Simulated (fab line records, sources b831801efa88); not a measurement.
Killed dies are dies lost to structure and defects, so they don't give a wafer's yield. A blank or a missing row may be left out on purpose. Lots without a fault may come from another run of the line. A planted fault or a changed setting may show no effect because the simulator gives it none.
fab line records | flow sky130
record lots=12 wafers=36 last_day=50
route steps=708 shown FIELD_ISO@5 VT_ADJUST_NCORE@129 PAD_OPEN@708
lots that met no fault: from a run of the same line without faults
start_h: hours from the record's first day to the start of the lot's first wafer shown | wait_h: hours since the lot's step before | " the same as in the row above | L1.1+2: a row that stands for several wafers | - no value, or no start given | * or withheld: withheld | < > ~ a bound
route shown NAME@n: a module of which the file shows steps, and the number in the route of the first | usual: mean/standard deviation of fault-free wafers | same: alike in all rows | chamber/n: place in a boat | sites: the reading at each site | _std_site: their standard deviation | _edge_site: outer sites' mean less inner sites' | radius_mm: how far each site lies from the wafer's centre | mask NAME#n: copy n | behind: the tool/chamber that last shaped the wafer | hold: why the lot was held/for how many hours/how that ended | device: the transistor (n, p or np) that didn't switch | end of line: the same wafers' tests at the end of the route | a step without rows: its recipe alone | killed: dies lost to structure and defects at the first sort, not the wafer's yield | map: a wafer's dies, x killed, . not, _ none there
set.NAME: the setting as run; set.NAME@STEP: as run at that earlier step | model.NAME: the simulator's own value behind a step, which no gauge read
steps of the route over a sample of lots; a table a step, a row a wafer
services: from which hour (start_h, from the record's first day; less than 0 if before it) a tool's chamber was out of use, for how many hours, and why
## steps
# step SKY_FIELD_ISO_THK_MEAS_04
# recipe reads=Si3N4_of_FIELD_ISO_CVD_03
# usual FIELD_ISO_CVD_03_THK=164.8/1
# columns lot.wafer tool chamber start_h wait_h FIELD_ISO_CVD_03_THK[nm]
L944.2 film_metro-01 - 37.21 0.0 163.7
L944.5 " - " " 164.6
L944.6 " - " " 164.6
L946.3 film_metro-04 - 47.51 0.0 166.3
L946.4 " - " " 167.4
L946.6 " - " " 165.9
L948.1 film_metro-04 - 55.20 0.0 164.4
L948.3 " - " " 165.6
L948.5 " - " " 164.1
L949.1 film_metro-02 - 60.60 0.0 164.8
L949.3 " - " " 166.0
L949.5 " - " " 165.0
L950.1 film_metro-01 - 64.26 0.0 164.0
L950.2 " - " " 165.0
L950.6 " - " " 163.5
L951.2 film_metro-02 - 69.81 0.0 164.2
L951.3 " - " " 164.0
L951.5 " - " " 164.2
L953.3 film_metro-01 - 78.51 0.0 165.5
L953.4 " - " " 165.7
L953.6 " - " " 165.9
L955.1 film_metro-01 - 91.50 0.0 164.2
L955.5 " - " " 165.1
L955.6 " - " " 165.7
L956.1 film_metro-04 - 95.14 0.0 164.2
L956.3 " - " " 164.5
L956.6 " - " " 164.5
L957.3 film_metro-01 - 99.45 0.0 165.6
L957.4 " - " " 167.5
L957.6 " - " " 166.6
L962.2 film_metro-02 - 124.44 0.0 165.1
L962.5 " - " " 165.2
L962.6 " - " " 165.3
L963.3 film_metro-04 - 129.95 0.0 165.6
L963.5 " - " " 166.3
L963.6 " - " " 165.7
# step SKY_FIELD_ISO_COAT_08
# recipe resist=KrF-thick spin_rpm=3000 resist_thk_nm=450
# usual exhaust_pa=45.3/0.78
# columns lot.wafer tool chamber start_h wait_h exhaust_pa
L944.2 litho_track-04 0 43 - 46.6
L944.5 " 0 " " 45.9
L944.6 " 0 " " 45.9
L946.3 litho_track-01 0 54 - 45.7
L946.4 " 0 " " 45.1
L946.6 " 0 " " 45.0
L948.1 litho_track-01 0 62 - 44.9
L948.3 " 0 " " 45.2
L948.5 " 0 " " 44.6
L949.1 litho_track-03 0 69 - 45.2
L949.3 " 0 " " 45.4
L949.5 " 0 " " 44.6
L950.1 litho_track-01 0 72 - 44.2
L950.2 " 0 " " 45.4
L950.6 " 0 " " 44.7
L951.2 litho_track-04 0 77 - 45.3
L951.3 " 0 " " 45.0
L951.5 " 0 " " 44.5
L953.3 litho_track-04 0 86 - 45.5
L953.4 " 0 " " 45.8
L953.6 " 0 " " 44.3
L955.1 litho_track-03 0 100 - 46.0
L955.5 " 0 " " 47.0
L955.6 " 0 " " 46.0
L956.1 litho_track-04 0 104 - 46.3
L956.3 " 0 " " 44.2
L956.6 " 0 " " 44.9
L957.3 litho_track-04 0 108 - 45.0
L957.4 " 0 " " 45.5
L957.6 " 0 " " 45.7
L962.2 litho_track-01 0 133 - 45.6
L962.5 " 0 " " 44.5
L962.6 " 0 " " 44.7
L963.3 litho_track-01 0 139 - 45.1
L963.5 " 0 " " 45.9
L963.6 " 0 " " 45.5
# step SKY_FIELD_ISO_STRIP_16
# recipe chemistry=O2/N2 power_w=1400 pressure_mtorr=1500 platen_temp_c=withheld o2_flow_sccm=3000 n2_flow_sccm=300 overash_fraction=0.5
# usual drypump_motor_current_A=5.7/0.33 o2_flow_sccm=3001/12 oes_product_au=0.378/0.0044 strip_time_to_endpoint_s=3.540/0.028
# columns lot.wafer tool chamber start_h wait_h drypump_motor_current_A o2_flow_sccm oes_product_au rf_hours_counter_h strip_time_to_endpoint_s
L944.2 plasma_asher-02 1 51.05 0.0 6.1 3013 0.372 37 3.523
L944.5 " 1 " " 6.1 2992 0.376 - 3.522
L944.6 " 0 " " 5.3 2984 0.371 - 3.494
L946.3 plasma_asher-04 0 62.93 0.1 5.7 2998 0.377 - 3.558
L946.4 " 1 " " 5.7 2996 0.385 - 3.507
L946.6 " 0 " " 5.7 3001 0.378 - 3.524
L948.1 plasma_asher-02 1 71.36 0.0 6.1 2998 0.385 39 3.538
L948.3 " 1 " " 6.1 2987 0.377 - 3.503
L948.5 " 0 " " 5.3 3000 0.380 - 3.535
L949.1 plasma_asher-03 0 77.40 0.0 6.2 2999 0.377 28 3.497
L949.3 " 0 " " 6.2 2994 0.368 - 3.517
L949.5 " 1 " " 5.2 3008 0.384 - 3.545
L950.1 plasma_asher-04 1 80.95 0.0 5.7 2986 0.372 41 3.488
L950.2 " 0 " " 5.7 3004 0.378 41 3.525
L950.6 " 0 " " 5.7 2999 0.371 - 3.543
L951.2 plasma_asher-02 0 86.50 0.0 5.3 3017 0.385 41 3.504
L951.3 " 0 " " 5.3 3008 0.367 - 3.498
L951.5 " 1 " " 6.1 3000 0.378 - 3.522
L953.3 plasma_asher-04 1 95.44 0.1 5.7 3006 0.375 - 3.508
L953.4 " 0 " " 5.7 2997 0.406 - 4.099
L953.6 " 0 " " 5.7 2998 0.399 - 4.070
L955.1 plasma_asher-04 1 109.71 0.0 5.7 2992 0.375 43 3.549
L955.5 " 1 " " 5.7 2994 0.385 - 3.542
L955.6 " 0 " " 5.7 3003 0.378 - 3.537
L956.1 plasma_asher-04 0 112.99 0.0 5.7 3001 0.375 44 3.518
L956.3 " 0 " " 5.7 2999 0.373 - 3.511
L956.6 " 1 " " 5.7 3012 0.400 - 4.076
L957.3 plasma_asher-02 1 118.04 0.1 6.1 3010 0.382 - 3.546
L957.4 " 0 " " 5.3 3006 0.404 - 4.121
L957.6 " 1 " " 6.1 3010 0.400 - 4.112
L962.2 plasma_asher-02 1 143.56 0.0 6.1 2994 0.374 2 3.607
L962.5 " 1 " " 6.1 2994 0.381 - 3.595
L962.6 " 0 " " 5.2 2996 0.382 - 3.574
L963.3 plasma_asher-03 0 149.79 0.1 6.2 3012 0.380 - 3.559
L963.5 " 0 " " 6.2 2991 0.380 - 3.571
L963.6 " 1 " " 5.2 3006 0.384 - 3.595
# step SKY_VT_ADJUST_NCORE_STRIP_10
# recipe chemistry=O2/N2 power_w=1400 pressure_mtorr=1500 platen_temp_c=withheld o2_flow_sccm=3000 n2_flow_sccm=300 overash_fraction=0.5
# usual drypump_motor_current_A=5.7/0.33 o2_flow_sccm=3001/8.4 oes_product_au=0.715/0.0044 strip_time_to_endpoint_s=14.17/0.04
# columns lot.wafer tool chamber start_h wait_h drypump_motor_current_A o2_flow_sccm oes_product_au rf_hours_counter_h strip_time_to_endpoint_s
L944.2 plasma_asher-04 0 207.38 0.1 5.7 2996 0.718 53 14.20
L944.5 " 0 " " 5.7 3003 0.709 - 14.21
L944.6 " 1 " " 5.7 3013 0.717 - 14.17
L946.3 plasma_asher-01 1 227.02 0.1 5.9 3000 0.715 - 14.14
L946.4 " 0 " " 5.7 2992 0.716 - 14.15
L946.6 " 0 " " 5.7 3008 0.717 - 14.15
L948.1 plasma_asher-04 0 236.29 0.1 5.7 3012 0.711 55 14.20
L948.3 " 1 " " 5.7 3013 0.714 - 14.27
L948.5 " 0 " " 5.7 2998 0.719 - 14.25
L949.1 plasma_asher-03 0 243.38 0.1 6.2 2996 0.721 44 14.13
L949.3 " 1 " " 5.2 3006 0.709 - 14.19
L949.5 " 0 " " 6.2 2999 0.717 - 14.12
L950.1 plasma_asher-03 0 250.59 0.1 6.2 2999 0.721 45 14.14
L950.2 " 1 " " 5.2 2980 0.717 45 14.12
L950.6 " 0 " " 6.2 2996 0.717 - 14.14
L951.2 plasma_asher-04 1 254.93 0.1 5.7 2990 0.725 57 14.15
L951.3 " 0 " " 5.7 2986 0.709 - 14.16
L951.5 " 0 " " 5.7 2998 0.719 - 14.15
L953.3 plasma_asher-03 1 268.01 0.1 5.2 3004 0.718 - 14.18
L953.4 " 0 " " 6.2 3006 0.711 - 14.17
L953.6 " 0 " " 6.2 2997 0.716 - 14.17
L955.1 plasma_asher-04 0 283.64 0.1 5.7 3000 0.711 60 14.17
L955.5 " 1 " " 5.7 3007 0.713 - 14.21
L955.6 " 0 " " 5.7 3026 0.707 - 14.22
L956.1 plasma_asher-04 1 289.14 0.1 5.7 2997 0.722 61 14.23
L956.3 " 0 " " 5.7 2995 0.710 - 14.20
L956.6 " 1 " " 5.7 2998 0.715 - 14.22
L957.3 plasma_asher-03 0 296.33 0.1 6.2 2992 0.711 - 14.19
L957.4 " 1 " " 5.2 2995 0.712 - 14.12
L957.6 " 0 " " 6.2 2993 0.718 - 14.10
L962.2 plasma_asher-04 1 350.69 0.1 5.7 2980 0.718 67 14.16
L962.5 " 1 " " 5.7 3002 0.721 - 14.16
L962.6 " 0 " " 5.7 2996 0.704 - 14.16
L963.3 plasma_asher-01 0 352.12 0.1 5.7 3005 0.716 - 14.10
L963.5 " 1 " " 5.9 2999 0.715 - 14.10
L963.6 " 0 " " 5.7 2991 0.714 - 14.13
# step SKY_VT_ADJUST_NCORE_TW_MEAS_11
# usual VT_ADJUST_NCORE_TW=220.5/2
# columns lot.wafer tool chamber start_h wait_h VT_ADJUST_NCORE_TW
L944.2 film_metro-01 - 207.49 0.1 218.4
L944.5 " - " " 218.5
L944.6 " - " " 219.0
L946.3 film_metro-02 - 227.11 0.1 223.0
L946.4 " - " " 221.6
L946.6 " - " " 222.9
L948.1 film_metro-01 - 236.39 0.1 217.3
L948.3 " - " " 218.8
L948.5 " - " " 218.7
L949.1 film_metro-04 - 243.48 0.1 221.6
L949.3 " - " " 223.9
L949.5 " - " " 223.5
L950.1 film_metro-01 - 250.69 0.1 221.4
L950.2 " - " " 219.9
L950.6 " - " " 220.9
L951.2 film_metro-04 - 255.04 0.1 222.1
L951.3 " - " " 223.4
L951.5 " - " " 222.5
L953.3 film_metro-02 - 268.10 0.1 221.7
L953.4 " - " " 221.7
L953.6 " - " " 220.1
L955.1 film_metro-02 - 283.74 0.1 221.0
L955.5 " - " " 221.3
L955.6 " - " " 221.8
L956.1 film_metro-01 - 289.24 0.1 221.8
L956.3 " - " " 221.4
L956.6 " - " " 220.7
L957.3 film_metro-01 - 296.41 0.1 221.0
L957.4 " - " " 221.2
L957.6 " - " " 220.9
L962.2 film_metro-04 - 350.80 0.1 222.5
L962.5 " - " " 222.3
L962.6 " - " " 221.8
L963.3 film_metro-02 - 352.21 0.1 221.4
L963.5 " - " " 221.1
L963.6 " - " " 222.4
# step SKY_PAD_OPEN_PROBE_99
# usual killed_at_M0_to_M3=44/7.2 killed_at_M4_up=3.1/1.7 killed_at_contacts=25/5.1 killed_at_front_end=14/4.6 killed_at_other=0.3/0.59 killed_dies=86/9.6 killed_open=47/7.4 killed_short=39/6
# same gross_dies=492 killed_at_back_side=0
# columns lot.wafer tool chamber start_h wait_h killed_at_M0_to_M3 killed_at_M4_up killed_at_contacts killed_at_front_end killed_at_other killed_dies killed_open killed_short
L957.6 prober-01 - 1165.71 0.2 35 5 18 11 1 70 39 31
# killed by level:class
L957.6 VIA1:geometric_particle:open=8 CONTACT:geometric_particle:open=7 VIA2:geometric_particle:open=6 CONTACT:geometric_particle:short=5 LI_CONTACT:geometric_particle:open=4 VIA1:geometric_particle:short=4 METAL1:geometric_particle:short=4 FIELD_ISO:geometric_particle:open=3
## services
# columns tool chamber start_h hours kind
plasma_asher-01 - 26.47 1.9 repair
plasma_asher-01 - 32.63 1.6 repair
plasma_asher-01 - 35.59 2.5 repair
plasma_asher-04 - 89.30 3.9 repair
plasma_asher-02 - 108.75 9.0 pm
plasma_asher-02 0 108.75 9.0 vent_cycle
plasma_asher-02 1 108.75 9.0 vent_cycle
plasma_asher-02 0 117.75 - clean
plasma_asher-02 1 117.75 - clean
plasma_asher-01 - 255.15 1.7 repair
plasma_asher-02 - 279.06 2.4 repair
plasma_asher-03 - 334.27 2.8 pm
plasma_asher-01 - 343.33 2.8 pm
## key
first_sign step=SKY_FIELD_ISO_STRIP_16 reading=strip_time_to_endpoint_s direction=up sigmas=20 usual=* struck=*
effect step=SKY_FIELD_ISO_STRIP_16 reading=oes_product_au direction=up sigmas=5.4 usual=0.378 struck=0.402
met_at SKY_FIELD_ISO_COAT_08
struck_lots L953,L956,L957
struck_wafers L953.4,L953.6,L956.6,L957.4,L957.6
tester_left_out L953,L956,L957
not_acting_at SKY_FIELD_ISO_THK_MEAS_04,SKY_VT_ADJUST_NCORE_STRIP_10,SKY_VT_ADJUST_NCORE_TW_MEAS_11
onset_between 77 86
fault kind=process_parameter_drift tool=litho_track-04 chamber=- onset_h=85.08 steps=SKY_FIELD_ISO_COAT_08 channel=resist_thk_nm offset=51.291 shape=step end_h=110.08 scope=struck_wafers_only acts_in=these_recipes_only stated=450
# tester_left_out: of these lots the tester's yield and bins aren't shown, on N5 and GAA mostly nor the transistor test; their killed dies are dies lost to structure and defects alone, not to doping, threshold or leakage, so they don't give the yield
